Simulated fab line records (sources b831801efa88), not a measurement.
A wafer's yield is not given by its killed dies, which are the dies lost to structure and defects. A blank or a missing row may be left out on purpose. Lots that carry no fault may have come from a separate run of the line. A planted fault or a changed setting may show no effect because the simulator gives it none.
Which tool was responsible?	flow gf180mcu	Sampling: 15 lots, 45 wafers, 4 of 602 route steps

## WHAT EACH GAUGE READ, for each wafer
GF_VT_IMPLANT_OVL_MEAS_29.
lot	measured	on	VT_IMPLANT_02_OVL (nm)
L387	day 7 08:23	overlay-02	-0.4 0.8 -0.4
L388	day 7 11:22	overlay-02	-0.2 -0.9 1.4
L389	day 7 19:58	overlay-01	-1.4 -1.3 -0.5
L396	day 9 14:03	overlay-02	2.2 1.1 2.4
L397	day 9 19:07	overlay-01	-1.1 -1.0 -1.3
L398	day 10 05:04	overlay-01	0.4 -0.9 -1.2
L399	day 10 09:25	overlay-02	-1.5 1.1 -2.8
L400	day 10 14:55	overlay-01	-3.8 -2.4 -3.1
L401	day 10 22:13	overlay-01	0.7 0.1 -1.0
L402	day 11 05:31	overlay-02	-0.4 -0.2 -0.5
L403	day 11 12:25	overlay-01	1.3 1.9 0.1
L404	day 12 00:32	overlay-01	-0.1 -1.4 -1.7
L405	day 12 05:43	overlay-02	0.8 -0.7 -1.3
L406	day 12 07:55	overlay-01	2.0 2.3 0.2
L407	day 12 14:20	overlay-02	1.1 1.7 1.1

GF_VT_IMPLANT_RS_MEAS_47: the measuring method here is four-point-probe.
lot	measured	on	NWELL_RS (ohm/sq)
L387	day 8 00:46	film metro-02	487.5 487.8 488.5
L388	day 8 04:50	film metro-03	488.8 487.7 487.8
L389	day 8 12:57	film metro-03	490.8 489.4 491.9
L396	day 10 07:55	film metro-02	486.8 486.0 486.1
L397	day 10 13:42	film metro-01	488.7 489.2 490.1
L398	day 10 23:25	film metro-03	489.1 490.1 488.7
L399	day 11 03:42	film metro-01	487.8 488.3 490.4
L400	day 11 09:23	film metro-02	485.7 484.9 486.2
L401	day 11 18:28	film metro-01	489.1 491.2 488.8
L402	day 12 01:23	film metro-01	485.4 485.0 486.3
L403	day 12 07:58	film metro-01	489.0 488.4 488.7
L404	day 12 21:04	film metro-03	490.1 490.3 491.7
L405	day 13 02:29	film metro-03	489.2 489.4 488.2
L406	day 13 04:35	film metro-01	490.7 489.4 490.8
L407	day 13 11:19	film metro-01	489.2 489.4 489.2

## EACH LOT AND THE TOOL THAT RAN IT (in order: tool; ch and the chambers of the sampled wafers; start)
lot	GF_STI_CMP_25	GF_VT_IMPLANT_PEB_16
L387	cmp-02 ch 0,3, day 2 10:49	litho track-03 ch 0, day 6 16:16
L388	cmp-02 ch 1,2, day 2 15:23	litho track-01 ch 0, day 6 19:16
L389	cmp-01 ch 1,2,3, day 2 18:50	litho track-02 ch 0, day 7 03:50
L396	cmp-02 ch 0,2,3, day 4 07:17	litho track-01, day 8 20:48
L397	cmp-01 ch 1,3, day 4 11:39	litho track-02, day 9 01:14
L398	cmp-01 ch 1,2,3, day 4 18:08	litho track-01, day 9 11:15
L399	cmp-01 ch 0,1,3, day 4 22:49	litho track-03 ch 0, day 9 15:38
L400	cmp-01 ch 0,2,3, day 5 03:10	litho track-03 ch 0, day 9 20:41
L401	cmp-01 ch 0,1,3, day 5 09:04	litho track-03 ch 0, day 10 04:31
L402	cmp-02 ch 2,3, day 5 14:23	litho track-02 ch 0, day 10 10:43
L403	cmp-01 ch 0,2,3, day 5 19:13	litho track-01 ch 0, day 10 17:04
L404	cmp-01 ch 1,2, day 6 02:03	litho track-03 ch 0, day 11 05:13
L405	cmp-02 ch 0,1,2, day 6 08:44	litho track-03 ch 0, day 11 10:04
L406	cmp-01 ch 1,2, day 6 11:15	litho track-02 ch 0, day 11 12:07
L407	cmp-02 ch 0,3, day 6 15:43	litho track-02 ch 0, day 11 19:01
- GF_STI_CMP_25: polishes, stops on Si3N4, t overpolish 33 s, target thk 524.6 nm.
- GF_VT_IMPLANT_PEB_16

## AS READ BY THE TOOLS THEMSELVES (means over the sampled wafers that have a number; for cases with no such wafer, the mark the record gives instead)
GF_STI_CMP_25.
lot	tool	head pressure psi (psi)	motor current A (A)	overpolish run s (s)	time to endpoint s (s)
L387	cmp-02	3.999	10.6	33.000	118
L388	cmp-02	4.007	11.4	33.010	117
L389	cmp-01	4.003	12.5	33.006	125
L396	cmp-02	3.996	10.4	32.994	123
L397	cmp-01	3.994	12.9	33.003	121
L398	cmp-01	4.015	12.5	32.995	123
L399	cmp-01	4.004	12.2	33.000	119
L400	cmp-01	4.002	12.2	33.001	119
L401	cmp-01	4.002	11.6	33.004	115
L402	cmp-02	3.998	11.4	32.993	120
L403	cmp-01	4.003	12.1	32.998	121
L404	cmp-01	3.998	13.0	33.004	119
L405	cmp-02	4.000	10.7	33.002	116
L406	cmp-01	3.989	13.0	32.995	117
L407	cmp-02	4.002	10.5	33.012	128

GF_VT_IMPLANT_PEB_16.
lot	tool	exhaust pa (Pa)
L387	litho track-03	44.3
L388	litho track-01	45.6
L389	litho track-02	45.9
L396	litho track-01	-
L397	litho track-02	-
L398	litho track-01	-
L399	litho track-03	44.7
L400	litho track-03	45.2
L401	litho track-03	44.9
L402	litho track-02	44.0
L403	litho track-01	46.1
L404	litho track-03	44.9
L405	litho track-03	45.0
L406	litho track-02	45.5
L407	litho track-02	45.0

## THE ANSWER, worked out from the rows above alone
Rule: what is usual is taken from the lots themselves. Put in order of their means at a reading, lots are off if they are a third of the lots or fewer, leave a main group of 4 or more, and stand apart from it by a gap of 3 or more times the standard deviation of the main group's means; of several such gaps the widest counts. The tables above print the reading to a certain number of digits; a main group whose means all agree to those digits is not used. A lot without any number at a reading at which 4 lots or more have one is off too. Any other lot the step has rows for is counted as sound. The gauges are gone through in route order, then the tools' own readings, and for those a lot's mean is taken as printed above. The first step at which some lot is off is used, and at that step the reading that is off furthest; a lot without a number counts as furthest.
Off at GF_VT_IMPLANT_PEB_16 (exhaust pa): L396, L397, L398. Without a number there: L396, L397, L398. For the main group the mean is 45.1 Pa and the standard deviation 0.59.
A tool fits if, at that step or a process step before it, it ran every lot that is off, and no sound lot after the first of them. No candidate that was tried fits.

## WHAT THE SIMULATOR HAD INSERTED
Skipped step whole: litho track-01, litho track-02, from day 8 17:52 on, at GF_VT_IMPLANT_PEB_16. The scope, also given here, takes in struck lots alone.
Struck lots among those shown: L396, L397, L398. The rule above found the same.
